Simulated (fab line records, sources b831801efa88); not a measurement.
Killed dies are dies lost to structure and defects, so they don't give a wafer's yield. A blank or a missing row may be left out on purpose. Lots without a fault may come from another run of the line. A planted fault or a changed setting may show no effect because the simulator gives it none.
Which tool did it? | flow gf180mcu | 12 lots, 36 wafers sampled, at 6 steps of a route of 602

WHAT THE GAUGES READ, wafer by wafer
GF_VT_IMPLANT_OVL_MEAS_07. Usual: VT_IMPLANT_OVL 1.4 nm, standard deviation 1.3.
lot  | measured     | on         | VT_IMPLANT_OVL (nm) | flag
L584 | day 5 23:28  | overlay-01 | 0.1 2.0 0.4         |
L585 | day 6 07:34  | overlay-02 | 0.2 0.3 2.6         |
L587 | day 6 17:47  | overlay-01 | 2.6 0.3 1.3         |
L589 | day 7 09:04  | overlay-01 | 1.8 2.2 1.0         |
L593 | day 8 09:08  | overlay-02 | - - -               | OFF
L598 | day 9 16:38  | overlay-02 | -0.1 0.1 0.9        |
L599 | day 9 23:22  | overlay-02 | -1.7 1.1 1.9        |
L600 | day 10 02:43 | overlay-02 | 1.4 0.8 1.5         |
L603 | day 10 19:28 | overlay-01 | 1.8 2.1 1.1         |
L604 | day 10 23:40 | overlay-01 | 0.5 1.5 1.2         |
L605 | day 11 07:10 | overlay-02 | 1.7 2.4 2.6         |
L606 | day 11 14:41 | overlay-01 | 0.9 3.2 1.9         |

GF_VT_IMPLANT_TW_MEAS_10. Usual: VT_IMPLANT_TW 562.1, standard deviation 2.5.
lot  | measured     | on            | VT_IMPLANT_TW     | flag
L584 | day 5 23:46  | film_metro-03 | 559.4 560.6 561.8 |
L585 | day 6 07:52  | film_metro-03 | 558.6 559.9 557.5 |
L587 | day 6 18:04  | film_metro-04 | 558.2 561.4 559.5 |
L589 | day 7 09:22  | film_metro-04 | 563.7 562.8 564.2 |
L593 | day 8 09:25  | film_metro-04 | 30.0 30.0 30.2    | OFF
L598 | day 9 16:55  | film_metro-04 | 563.4 559.9 556.4 |
L599 | day 9 23:38  | film_metro-01 | 564.2 566.7 566.8 |
L600 | day 10 03:01 | film_metro-01 | 564.1 562.6 561.3 |
L603 | day 10 19:44 | film_metro-01 | 561.3 559.9 562.7 |
L604 | day 10 23:56 | film_metro-01 | 561.2 561.1 562.3 |
L605 | day 11 07:28 | film_metro-01 | 558.8 559.9 558.4 |
L606 | day 11 14:58 | film_metro-01 | 559.1 560.1 560.1 |

GF_V1_THK_MEAS_01. Usual: V1_CVD_00_THK 598 nm, standard deviation 6.3.
lot  | measured     | on            | V1_CVD_00_THK (nm) | flag
L584 | day 17 21:08 | film_metro-04 | 605 602 600        |
L585 | day 18 05:37 | film_metro-04 | 604 599 602        |
L587 | day 19 03:44 | film_metro-02 | 609 599 600        |
L589 | day 20 05:49 | film_metro-03 | 598 600 586        |
L598 | day 23 07:56 | film_metro-04 | 590 598 589        |
L599 | day 23 10:25 | film_metro-03 | 597 609 598        |
L600 | day 23 17:10 | film_metro-04 | 582 593 605        |
L603 | day 24 12:23 | film_metro-02 | 603 612 599        |
L604 | day 24 18:57 | film_metro-04 | 587 601 599        |
L605 | day 25 09:01 | film_metro-02 | 595 608 591        |
L606 | day 25 15:06 | film_metro-02 | 598 592 587        |

WHICH TOOL RAN EACH LOT (tool, then ch and the chambers of the sampled wafers, then the start)
lot  | GF_VT_IMPLANT_EXPOSE_04             | GF_CONTACT_STRIP_18                  | GF_CONTACT_SPUTTER_23
L584 | iline_stepper-01 ch 0, day 5 16:04  | plasma_asher-03 ch 0,1, day 16 19:02 | pvd_sputter-02, day 16 19:25
L585 | iline_stepper-02 ch 0, day 6 00:08  | plasma_asher-01 ch 0,1, day 17 04:02 | pvd_sputter-04, day 17 04:25
L587 | iline_stepper-01 ch 0, day 6 10:24  | plasma_asher-03 ch 0,1, day 18 01:38 | pvd_sputter-03, day 18 02:00
L589 | iline_stepper-01 ch 0, day 7 01:06  | plasma_asher-02 ch 0,1, day 19 02:17 | pvd_sputter-02, day 19 02:39
L593 | iline_stepper-01 ch 0, day 8 00:53  | -                                    | -
L598 | iline_stepper-01 ch 0, day 9 07:28  | plasma_asher-02 ch 0,1, day 22 06:11 | pvd_sputter-02, day 22 06:34
L599 | iline_stepper-01 ch 0, day 9 15:41  | plasma_asher-03 ch 0,1, day 22 09:05 | pvd_sputter-04, day 22 09:28
L600 | iline_stepper-01 ch 0, day 9 19:10  | plasma_asher-03 ch 0,1, day 22 15:19 | pvd_sputter-04, day 22 15:39
L603 | iline_stepper-01 ch 0, day 10 10:47 | plasma_asher-01 ch 0,1, day 23 10:59 | pvd_sputter-02, day 23 11:27
L604 | iline_stepper-02 ch 0, day 10 15:09 | plasma_asher-01 ch 0,1, day 23 17:47 | pvd_sputter-03, day 23 18:09
L605 | iline_stepper-01 ch 0, day 10 21:36 | plasma_asher-01 ch 0,1, day 24 08:29 | pvd_sputter-02, day 24 08:51
L606 | iline_stepper-01 ch 0, day 11 05:19 | plasma_asher-03 ch 0,1, day 24 14:50 | pvd_sputter-04, day 24 15:12
- GF_VT_IMPLANT_EXPOSE_04: exposes mask LVPWELL LV AREA, target cd 600 nm.
- GF_CONTACT_STRIP_18: strips in O2/N2.
- GF_CONTACT_SPUTTER_23: material TiN, target thk 10 nm, time 40 s.

WHAT THE TOOLS THEMSELVES READ (means of the sampled wafers that have a number; where no wafer has one, the mark that the record gives instead)
GF_VT_IMPLANT_EXPOSE_04. Usual: exposure_dose_mJ_cm2 140.00, standard deviation 0.13.
lot  | tool             | exposure_dose_mJ_cm2 | flag
L584 | iline_stepper-01 | 140.02               |
L585 | iline_stepper-02 | 139.91               |
L587 | iline_stepper-01 | 140.09               |
L589 | iline_stepper-01 | 140.18               |
L593 | iline_stepper-01 | 139.92               |
L598 | iline_stepper-01 | 140.09               |
L599 | iline_stepper-01 | 139.98               |
L600 | iline_stepper-01 | 139.88               |
L603 | iline_stepper-01 | 139.97               |
L604 | iline_stepper-02 | 139.80               |
L605 | iline_stepper-01 | 139.85               |
L606 | iline_stepper-01 | 140.08               |

GF_CONTACT_STRIP_18. Usual: drypump_motor_current_A 6.1 A, standard deviation 0.47; heater_power_w 324 W, standard deviation 37; oes_product_au 0.580 a.u., standard deviation 0.0051.
lot  | tool            | drypump_motor_current_A (A) | heater_power_w (W) | oes_product_au (a.u.) | flag
L584 | plasma_asher-03 | 6.3                         | 326                | 0.582                 |
L585 | plasma_asher-01 | 5.7                         | 348                | 0.587                 |
L587 | plasma_asher-03 | 6.0                         | 344                | 0.581                 |
L589 | plasma_asher-02 | 6.0                         | 297                | 0.576                 |
L598 | plasma_asher-02 | 6.0                         | 299                | 0.579                 |
L599 | plasma_asher-03 | 6.0                         | 344                | 0.578                 |
L600 | plasma_asher-03 | 6.3                         | 314                | 0.576                 |
L603 | plasma_asher-01 | 5.7                         | 341                | 0.578                 |
L604 | plasma_asher-01 | 6.1                         | 360                | 0.579                 |
L605 | plasma_asher-01 | 6.1                         | 360                | 0.577                 |
L606 | plasma_asher-03 | 6.3                         | 314                | 0.589                 |

GF_CONTACT_SPUTTER_23. Usual: throttle_valve_pct 30.0 %, standard deviation 1.3.
lot  | tool           | throttle_valve_pct (%) | flag
L584 | pvd_sputter-02 | 29.4                   |
L585 | pvd_sputter-04 | 30.1                   |
L587 | pvd_sputter-03 | 30.9                   |
L589 | pvd_sputter-02 | 29.3                   |
L598 | pvd_sputter-02 | 29.0                   |
L599 | pvd_sputter-04 | 29.7                   |
L600 | pvd_sputter-04 | 30.3                   |
L603 | pvd_sputter-02 | 30.1                   |
L604 | pvd_sputter-03 | 30.7                   |
L605 | pvd_sputter-02 | 29.4                   |
L606 | pvd_sputter-04 | 29.7                   |

THE ANSWER, worked out from the rows above alone
Rule: a lot is off if the mean of its wafers that have a number lies more than 3 standard deviations from the usual mean. A lot without any number at a reading at which 4 lots or more have one is off too. The other lots that the step has rows for count as sound. The gauges are gone through in route order, then the tools' own readings, and for those a lot's mean is taken as printed above. The first step at which some lot is off is used, and at that step the reading that is off furthest; a lot without a number counts as furthest.
Off: L593, at GF_VT_IMPLANT_OVL_MEAS_07 (VT_IMPLANT_OVL). Without a number there: L593.
A tool fits if, at a process step before that reading, it ran every lot that is off, and no sound lot after the first of them. The gauges at GF_VT_IMPLANT_OVL_MEAS_07 aren't tried: what is off there is off at GF_VT_IMPLANT_TW_MEAS_10 too, on other tools, and a gauge's error can't cause that. None of those tried fits.

WHAT THE SIMULATOR HAD PUT IN
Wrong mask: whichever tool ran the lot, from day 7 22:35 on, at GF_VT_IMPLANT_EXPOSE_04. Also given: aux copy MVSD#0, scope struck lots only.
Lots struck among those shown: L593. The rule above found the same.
